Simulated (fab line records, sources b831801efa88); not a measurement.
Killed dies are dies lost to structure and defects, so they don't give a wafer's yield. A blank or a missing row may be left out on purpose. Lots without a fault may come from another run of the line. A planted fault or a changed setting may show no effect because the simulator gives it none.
fab line records | flow sfq_line
record lots=5 wafers=15 last_day=91
route steps=325 shown M5@204 A5B@209 R5@212
lots that met no fault: from a run of the same line without faults
start_h: hours from the record's first day to the start of the lot's first wafer shown | wait_h: hours since the lot's step before | " the same as in the row above | L1.1+2: a row that stands for several wafers | - no value, or no start given | * or withheld: withheld | < > ~ a bound
route shown NAME@n: a module of which the file shows steps, and the number in the route of the first | usual: mean/standard deviation of fault-free wafers | same: alike in all rows | chamber/n: place in a boat | sites: the reading at each site | _std_site: their standard deviation | _edge_site: outer sites' mean less inner sites' | radius_mm: how far each site lies from the wafer's centre | mask NAME#n: copy n | behind: the tool/chamber that last shaped the wafer | hold: why the lot was held/for how many hours/how that ended | device: the transistor (n, p or np) that didn't switch | end of line: the same wafers' tests at the end of the route | a step without rows: its recipe alone | killed: dies lost to structure and defects at the first sort, not the wafer's yield | map: a wafer's dies, x killed, . not, _ none there
set.NAME: the setting as run; set.NAME@STEP: as run at that earlier step | model.NAME: the simulator's own value behind a step, which no gauge read
lots at some steps of the route; a table a step, a row a wafer
services: from which hour (start_h, from the record's first day; less than 0 if before it) a tool's chamber was out of use, for how many hours, and why
## steps
# step SFQ_M5_OVL_MEAS_932
# usual M5_OVL=-2/5.8
# columns lot.wafer tool chamber start_h wait_h M5_OVL[nm]
L079.2 overlay-01 - 1363.59 0.1 0
L079.3 " - " " 0
L079.5 " - " " -3
L081.1 overlay-01 - 1389.98 0.1 -1
L081.5 " - " " -2
L081.6 " - " " -5
L085.2 overlay-01 - 1429.76 0.1 4
L085.4 " - " " 4
L085.5 " - " " 3
L087.1 overlay-01 - 1433.34 0.1 -4
L087.2 " - " " -1
L087.4 " - " " -1
L093.1 overlay-02 - 1482.88 0.1 2
L093.3 " - " " 0
L093.4 " - " " -1
# step SFQ_TRILAYER_M5_BARC_OPEN_METAL_ETCH_161
# recipe mask_material=PR chemistry=O2 target_depth_nm=125 target=BARC icp_w=600 bias_w=80 pressure_mtorr=10 time_s=41.7
# usual chamber_pressure_mTorr=9.999/0.0091 drypump_motor_current_A=5.3/0.42 oes_product_au=0.686/0.0046
# columns lot.wafer tool chamber start_h wait_h chamber_pressure_mTorr drypump_motor_current_A oes_product_au rf_hours_counter_h
L079.2 rie_metal-01 0 1363.62 0.0 9.991 5.8 0.685 52
L079.3 " 1 " " 9.996 5.0 0.686 -
L079.5 " 1 " " 9.998 5.0 0.685 -
L081.1 rie_metal-02 0 1390.02 0.0 9.979 5.8 0.689 93
L081.5 " 1 " " 10.007 4.8 0.682 -
L081.6 " 0 " " 9.984 5.8 0.694 -
L085.2 rie_metal-01 1 1429.79 0.0 10.017 5.0 0.689 50
L085.4 " 1 " " 9.990 5.0 0.677 -
L085.5 " 0 " " 10.006 5.8 0.687 -
L087.1 rie_metal-03 1 1433.38 0.0 10.010 4.9 0.689 125
L087.2 " 0 " " 10.000 5.6 0.676 113
L087.4 " 0 " " 9.997 5.7 0.686 -
L093.1 rie_metal-02 0 1482.92 0.0 10.002 5.8 0.685 105
L093.3 " 1 " " 10.000 4.8 0.691 -
L093.4 " 0 " " 9.987 5.8 0.689 -
# step SFQ_TRILAYER_M5_ETCH_METAL_ETCH_126
# recipe target=Nb stop_on=SiO2 mask_material=PR over_etch_frac=0.15 time_s=203.2 chemistry=Cl2/BCl3 target_depth_nm=265 icp_w=600 bias_w=80 pressure_mtorr=10
# usual chamber_pressure_mTorr=10.000/0.0094 drypump_motor_current_A=5.3/0.42 oes_product_au=0.728/0.0056
# columns lot.wafer tool chamber start_h wait_h chamber_pressure_mTorr drypump_motor_current_A oes_product_au rf_hours_counter_h
L079.2 rie_metal-01 0 1363.68 0.0 9.988 5.8 0.712 52
L079.3 " 1 " " 9.994 5.0 0.720 -
L079.5 " 1 " " 9.995 5.0 0.723 -
L081.1 rie_metal-02 0 1390.08 0.0 9.999 5.8 0.731 93
L081.5 " 1 " " 9.998 4.8 0.726 -
L081.6 " 0 " " 9.998 5.8 0.732 -
L085.2 rie_metal-01 1 1429.85 0.0 10.013 5.0 0.726 50
L085.4 " 1 " " 10.015 5.0 0.732 -
L085.5 " 0 " " 9.997 5.9 0.739 -
L087.1 rie_metal-03 1 1433.44 0.0 9.996 4.9 0.734 125
L087.2 " 0 " " 9.994 5.7 0.719 113
L087.4 " 0 " " 10.000 5.7 0.726 -
L093.1 rie_metal-02 0 1482.98 0.0 9.988 5.8 0.717 106
L093.3 " 1 " " 9.996 4.8 0.717 -
L093.4 " 0 " " 9.998 5.8 0.725 -
# step SFQ_TRILAYER_M5_STRIP_STRIP_127
# recipe gas=O2 power_w=200 platen_temp_c=40 overash_fraction=0.65 chemistry=O2 pressure_mtorr=50
# usual chamber_pressure_mTorr=50.00/0.048 drypump_motor_current_A=5.3/0.41 oes_product_au=0.998/0.0092
# same overash_fraction=0.65
# columns lot.wafer tool chamber start_h wait_h chamber_pressure_mTorr drypump_motor_current_A oes_product_au rf_hours_counter_h
L079.2 rie_metal-01 0 1363.87 0.1 49.95 5.8 1.001 52
L079.3 " 1 " " 50.02 5.0 0.995 -
L079.5 " 1 " " 49.97 5.0 1.003 -
L081.1 rie_metal-02 0 1390.27 0.1 50.03 5.8 1.007 93
L081.5 " 1 " " 49.90 4.8 0.989 -
L081.6 " 0 " " 49.93 5.8 1.010 -
L085.2 rie_metal-01 1 1430.05 0.1 49.95 5.0 1.000 50
L085.4 " 1 " " 50.06 5.0 0.999 -
L085.5 " 0 " " 50.06 5.8 1.008 -
L087.1 rie_metal-03 1 1433.63 0.1 49.95 4.9 1.004 125
L087.2 " 0 " " 49.96 5.7 1.009 113
L087.4 " 0 " " 50.04 5.6 1.000 -
L093.1 rie_metal-02 0 1483.17 0.1 49.96 5.8 1.013 106
L093.3 " 1 " " 50.03 4.8 0.983 -
L093.4 " 0 " " 49.91 5.8 1.006 -
# step SFQ_TRILAYER_M5_STRIP_SOLV_CLEAN_128
# recipe chemistry=NMP temp_c=70 time_s=600
# columns lot.wafer tool chamber start_h wait_h
L079.2+3+5 wet_bench-01 3,5,4 1364.47 0.4
L081.1+5+6 wet_bench-03 5,6,4 1390.87 0.4
L085.2+4+5 wet_bench-04 3,7,0 1430.65 0.4
L087.1+2+4 wet_bench-04 5,0,6 1434.23 0.4
L093.1+3+4 wet_bench-03 2,3,5 1483.77 0.4
# step SFQ_TRILAYER_A5B_DEP_PECVD_129
# recipe material=SiO2 temp_c=150 time_s=133.33 pressure_torr=2.4 rf_w=183.3 precursor=SiH4/N2O target_thk_nm=600
# usual heater_power_w=87/12 throttle_valve_pct=24.1/2
# columns lot.wafer tool chamber start_h wait_h heater_power_w throttle_valve_pct
L079.2 pecvd-04 0 1364.65 0.0 90 28.4
L079.3 " 2 " " 87 24.2
L079.5 " 1 " " 83 24.0
L081.1 pecvd-02 2 1391.05 0.0 93 22.7
L081.5 " 0 " " 71 22.4
L081.6 " 1 " " 81 21.3
L085.2 pecvd-01 2 1430.84 0.0 114 23.6
L085.4 " 2 " " 118 23.6
L085.5 " 1 " " 76 23.3
L087.1 pecvd-02 0 1434.42 0.0 86 22.6
L087.2 " 1 " " 81 21.1
L087.4 " 0 " " 70 22.5
L093.1 pecvd-02 1 1483.95 0.0 81 21.4
L093.3 " 2 " " 93 22.8
L093.4 " 1 " " 84 21.6
# step SFQ_TRILAYER_A5B_CMP_CMP_130
# recipe stop_on=Nb down_force_psi=3 platen_rpm=60 target_thk_nm=340.7
# usual motor_current_A=10.2/1.3 slurry_filter_dp_kPa=13.48/0.15
# columns lot.wafer tool chamber start_h wait_h motor_current_A slurry_filter_dp_kPa
L079.3 cmp-02 0 1365.24 0.5 10.4 13.43
L079.2 " 2 1366.24 1.5 11.7 13.65
L079.5 " 0 1367.24 2.5 10.5 13.44
L081.1 cmp-02 0 1391.14 0.0 10.8 13.24
L081.5 " 0 1393.29 2.2 10.7 13.26
L081.6 " 1 " " 10.1 13.34
L085.2 cmp-02 2 1431.43 0.5 11.5 13.71
L085.4 " 0 1432.43 1.5 10.6 13.28
L085.5 " 2 1433.43 2.5 11.2 13.60
L087.2 cmp-02 3 1437.29 2.8 8.6 13.68
L087.4 " 1 1438.29 3.8 9.2 13.34
L087.1 " 2 " " 11.6 13.54
L093.4 cmp-02 0 1484.04 0.0 10.0 13.33
L093.3 " 1 " " 10.2 13.54
L093.1 " 3 1485.54 1.5 8.8 13.45
# step SFQ_TRILAYER_A5B_METRO_MEASURE_131
# usual thk_nm=342/5.5
# columns lot.wafer tool chamber start_h wait_h thk_nm
L079.2 film_metro-04 - 1367.94 1.2 343
L079.3 " - " " 344
L079.5 " - " " 338
L081.1 film_metro-02 - 1394.37 2.7 340
L081.5 " - " " 343
L081.6 " - " " 340
L085.2 film_metro-02 - 1434.13 2.2 336
L085.4 " - " " 346
L085.5 " - " " 340
L087.1 film_metro-02 - 1440.29 1.0 340
L087.2 " - " " 339
L087.4 " - " " 338
L093.1 film_metro-02 - 1487.04 1.0 340
L093.3 " - " " 342
L093.4 " - " " 342
# step SFQ_TRILAYER_R5_DEP_SPUTTER_132
# recipe material=Ti base_pressure_pa=1.33e-06 target_thk_nm=5 power_w=2000 time_s=5 chamber_pressure_pa=0.4
# usual throttle_valve_pct=29.4/1.1
# columns lot.wafer tool chamber start_h wait_h throttle_valve_pct
L079.2 pvd_sputter-03 - 1368.94 0.8 29.0
L079.3 " - " " 29.6
L079.5 " - " " 29.0
L081.1 pvd_sputter-05 - 1395.57 1.0 32.5
L081.5 " - " " 27.6
L081.6 " - " " 29.5
L085.2 pvd_sputter-05 - 1435.13 0.8 32.7
L085.4 " - " " 27.6
L085.5 " - " " 29.4
L087.1 pvd_sputter-04 - 1441.49 1.0 27.6
L087.2 " - " " 28.8
L087.4 " - " " 29.8
L093.1 pvd_sputter-04 - 1488.24 1.0 30.2
L093.3 " - " " 28.7
L093.4 " - " " 27.7
# step SFQ_TRILAYER_R5_DEP_SPUTTER_133
# recipe material=MoNx base_pressure_pa=1.33e-06 target_thk_nm=40 power_w=1000 time_s=66.7 chamber_pressure_pa=0.4
# usual throttle_valve_pct=29.4/1.1
# columns lot.wafer tool chamber start_h wait_h throttle_valve_pct
L079.2 pvd_sputter-03 - 1368.96 0.0 29.2
L079.3 " - " " 29.5
L079.5 " - " " 29.0
L081.1 pvd_sputter-05 - 1395.59 0.0 32.7
L081.5 " - " " 27.7
L081.6 " - " " 29.4
L085.2 pvd_sputter-05 - 1435.15 0.0 32.9
L085.4 " - " " 27.6
L085.5 " - " " 29.5
L087.1 pvd_sputter-04 - 1441.51 0.0 27.7
L087.2 " - " " 28.7
L087.4 " - " " 29.5
L093.1 pvd_sputter-04 - 1488.26 0.0 29.9
L093.3 " - " " 28.8
L093.4 " - " " 27.8
## services
# columns tool chamber start_h hours kind
pecvd-02 2 1345.72 5.7 repair
film_metro-02 - 1349.82 1.4 pm
film_metro-02 - 1357.18 0.5 pm
pvd_sputter-04 - 1366.06 4.0 repair
film_metro-04 - 1375.93 1.6 pm
pecvd-01 - 1383.89 0.8 repair
film_metro-02 - 1396.37 1.0 pm
pecvd-04 1 1397.98 9.0 repair
pvd_sputter-03 - 1403.37 6.2 repair
film_metro-04 - 1404.60 0.6 pm
pecvd-04 2 1427.33 16.7 repair
film_metro-04 - 1432.74 0.8 pm
pvd_sputter-05 2 1439.35 - consumable_replace:kit
pvd_sputter-05 2 1439.35 18.0 scheduled_down
pvd_sputter-05 2 1439.35 18.0 vent_cycle
pecvd-04 - 1440.88 2.8 pm
rie_metal-03 1 1441.72 19.1 repair
cmp-02 - 1451.88 0.7 repair
rie_metal-03 1 1460.79 - clean
rie_metal-03 1 1460.79 - consumable_replace:focus_ring
pecvd-02 1 1463.31 5.7 repair
pecvd-01 - 1473.19 2.8 pm
rie_metal-02 - 1479.87 2.8 pm
film_metro-04 - 1486.76 0.7 pm
## key
fault none
